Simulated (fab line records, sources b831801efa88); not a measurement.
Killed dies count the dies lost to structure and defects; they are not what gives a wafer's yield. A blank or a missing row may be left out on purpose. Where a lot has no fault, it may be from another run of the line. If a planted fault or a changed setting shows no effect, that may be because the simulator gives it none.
Which tool is to blame? | flow sky130 | Sampling: 13 lots, 39 wafers, 3 of 708 route steps

WHAT THE GAUGES READ, wafer by wafer
SKY_VT_ADJUST_NCORE_TW_MEAS_11. Usual: VT_ADJUST_NCORE_TW typically reads 220.4, with standard deviation 1.3.
lot  | measured     | on            | VT_ADJUST_NCORE_TW | flag
L955 | day 8 22:01  | film-metro-02 | 221.1 222.1 222.4  |
L957 | day 9 09:52  | film-metro-03 | 220.9 221.2 221.2  |
L956 | day 9 11:37  | film-metro-03 | 220.4 220.6 219.2  |
L959 | day 10 03:49 | film-metro-02 | 222.6 223.1 221.8  |
L961 | day 10 15:06 | film-metro-02 | 221.7 221.9 222.6  |
L962 | day 11 01:44 | film-metro-03 | 221.3 220.4 222.1  |
L963 | day 11 04:04 | film-metro-02 | 221.6 221.5 221.0  |
L966 | day 12 03:06 | film-metro-04 | 218.9 219.0 218.8  |
L967 | day 12 10:30 | film-metro-04 | 219.3 218.5 219.0  |
L968 | day 12 16:49 | film-metro-02 | 222.1 221.9 222.0  |
L969 | day 13 02:22 | film-metro-03 | 30.2 30.1 30.2     | OFF
L975 | day 14 18:04 | film-metro-02 | 219.1 221.0 219.5  |
L978 | day 15 18:01 | film-metro-03 | 219.8 219.6 218.9  |

TOOL THAT RAN EACH LOT (tool first, then ch and the chambers of the sampled wafers, then the start)
lot  | SKY_VT_ADJUST_LVTN_STRIP_20          | SKY_VT_ADJUST_NCORE_STRIP_10
L955 | plasma-asher-01 ch 0,1, day 8 00:14  | plasma-asher-02 ch 0,1, day 8 21:55
L957 | plasma-asher-02 ch 0,1, day 8 11:22  | plasma-asher-04 ch 0,1, day 9 09:46
L956 | plasma-asher-03 ch 0,1, day 8 13:38  | plasma-asher-03 ch 0,1, day 9 11:31
L959 | plasma-asher-02 ch 0, day 9 05:08    | plasma-asher-03 ch 0,1, day 10 03:43
L961 | plasma-asher-01 ch 0,1, day 9 15:02  | plasma-asher-02 ch 0,1, day 10 15:00
L962 | plasma-asher-02 ch 0,1, day 10 02:08 | plasma-asher-03 ch 0,1, day 11 01:38
L963 | plasma-asher-03 ch 0,1, day 10 04:13 | plasma-asher-04 ch 0,1, day 11 03:58
L966 | plasma-asher-03 ch 0,1, day 11 03:25 | plasma-asher-03 ch 0,1, day 12 03:00
L967 | plasma-asher-02 ch 0,1, day 11 10:14 | plasma-asher-03 ch 0,1, day 12 10:25
L968 | plasma-asher-02 ch 1, day 11 16:29   | plasma-asher-04 ch 0,1, day 12 16:43
L969 | plasma-asher-02 ch 0,1, day 12 01:20 | plasma-asher-02 ch 0,1, day 13 02:16
L975 | plasma-asher-01 ch 0,1, day 13 15:44 | plasma-asher-04 ch 0,1, day 14 17:58
L978 | plasma-asher-01 ch 1, day 14 13:48   | plasma-asher-03 ch 0,1, day 15 17:55
- SKY_VT_ADJUST_LVTN_STRIP_20: strips in O2/N2.
- SKY_VT_ADJUST_NCORE_STRIP_10: strips in O2/N2.

WHAT THE TOOLS THEMSELVES READ (means of the sampled wafers that have a number; where no wafer has one, the mark that the record gives instead)
SKY_VT_ADJUST_LVTN_STRIP_20. Usual: drypump-motor-current-A 5.7 A, standard deviation 0.39; oes-product-au 0.716 a.u., standard deviation 0.0041; strip-time-to-endpoint-s 14.16 s, standard deviation 0.048.
lot  | tool            | drypump-motor-current-A (A) | oes-product-au (a.u.) | strip-time-to-endpoint-s (s) | flag
L955 | plasma-asher-01 | 5.4                         | 0.718                 | 14.09                        |
L957 | plasma-asher-02 | 6.0                         | 0.718                 | 14.11                        |
L956 | plasma-asher-03 | 5.3                         | 0.716                 | 14.10                        |
L959 | plasma-asher-02 | 6.0                         | 0.718                 | 14.25                        |
L961 | plasma-asher-01 | 5.4                         | 0.715                 | 14.12                        |
L962 | plasma-asher-02 | 6.1                         | 0.715                 | 14.20                        |
L963 | plasma-asher-03 | 5.3                         | 0.716                 | 14.15                        |
L966 | plasma-asher-03 | 5.3                         | 0.719                 | 14.17                        |
L967 | plasma-asher-02 | 6.0                         | 0.717                 | 14.18                        |
L968 | plasma-asher-02 | 6.1                         | 0.719                 | 14.17                        |
L969 | plasma-asher-02 | 6.0                         | 0.909                 | -                            | OFF
L975 | plasma-asher-01 | 5.7                         | 0.715                 | 14.23                        |
L978 | plasma-asher-01 | 5.1                         | 0.714                 | 14.12                        |

SKY_VT_ADJUST_NCORE_STRIP_10. Usual: drypump-motor-current-A 5.7 A, standard deviation 0.41; oes-product-au 0.716 a.u., standard deviation 0.0049; strip-time-to-endpoint-s 14.17 s, standard deviation 0.051.
lot  | tool            | drypump-motor-current-A (A) | oes-product-au (a.u.) | strip-time-to-endpoint-s (s) | flag
L955 | plasma-asher-02 | 6.1                         | 0.713                 | 14.24                        |
L957 | plasma-asher-04 | 5.8                         | 0.713                 | 14.15                        |
L956 | plasma-asher-03 | 5.4                         | 0.717                 | 14.20                        |
L959 | plasma-asher-03 | 5.3                         | 0.709                 | 14.18                        |
L961 | plasma-asher-02 | 6.1                         | 0.709                 | 14.22                        |
L962 | plasma-asher-03 | 5.3                         | 0.717                 | 14.11                        |
L963 | plasma-asher-04 | 5.8                         | 0.711                 | 14.10                        |
L966 | plasma-asher-03 | 5.3                         | 0.721                 | 14.16                        |
L967 | plasma-asher-03 | 5.3                         | 0.712                 | 14.15                        |
L968 | plasma-asher-04 | 5.9                         | 0.714                 | 14.22                        |
L969 | plasma-asher-02 | 6.0                         | 0.717                 | 25.78                        | OFF
L975 | plasma-asher-04 | 5.6                         | 0.714                 | 14.25                        |
L978 | plasma-asher-03 | 5.3                         | 0.716                 | 14.19                        |

THE ANSWER, worked out from the rows above alone
Rule: a lot is off if the mean of its wafers that have a number lies more than 3 standard deviations from the usual mean. A lot without any number at a reading at which 4 lots or more have one is off too. Any other lot the step has rows for is counted as sound. After the gauges, taken in route order, come the tools' own readings; for these a lot's mean is taken, as printed above. The first step at which some lot is off is used, and at that step the reading that is off furthest; a lot without a number counts as furthest.
Off: at SKY_VT_ADJUST_NCORE_TW_MEAS_11 (VT_ADJUST_NCORE_TW), L969.
A tool fits if, at a process step before that reading, it ran every lot that is off, and no sound lot after the first of them. Not tried: the gauges at SKY_VT_ADJUST_NCORE_TW_MEAS_11; whatever is off there is also off at SKY_VT_ADJUST_LVTN_STRIP_20, on other tools, and gauge error can't account for it. One candidate fits, namely plasma-asher-02 at SKY_VT_ADJUST_LVTN_STRIP_20 and SKY_VT_ADJUST_NCORE_STRIP_10. At SKY_VT_ADJUST_LVTN_STRIP_20 its last sound lot is L968 (day 11 16:29), its first lot that is off L969 (day 12 01:20): a fault that began between those two fits.
The tool's own readings at SKY_VT_ADJUST_LVTN_STRIP_20 bear it out: on the lots that are off they differ by more than 5 times the standard deviation of the sound lots' means. oes-product-au reads 0.909 a.u. there against 0.717 a.u. on the sound lots.
Blank at SKY_VT_ADJUST_LVTN_STRIP_20 on the lots that are off, where sound lots have numbers: strip-time-to-endpoint-s.

WHAT THE SIMULATOR HAD INSERTED
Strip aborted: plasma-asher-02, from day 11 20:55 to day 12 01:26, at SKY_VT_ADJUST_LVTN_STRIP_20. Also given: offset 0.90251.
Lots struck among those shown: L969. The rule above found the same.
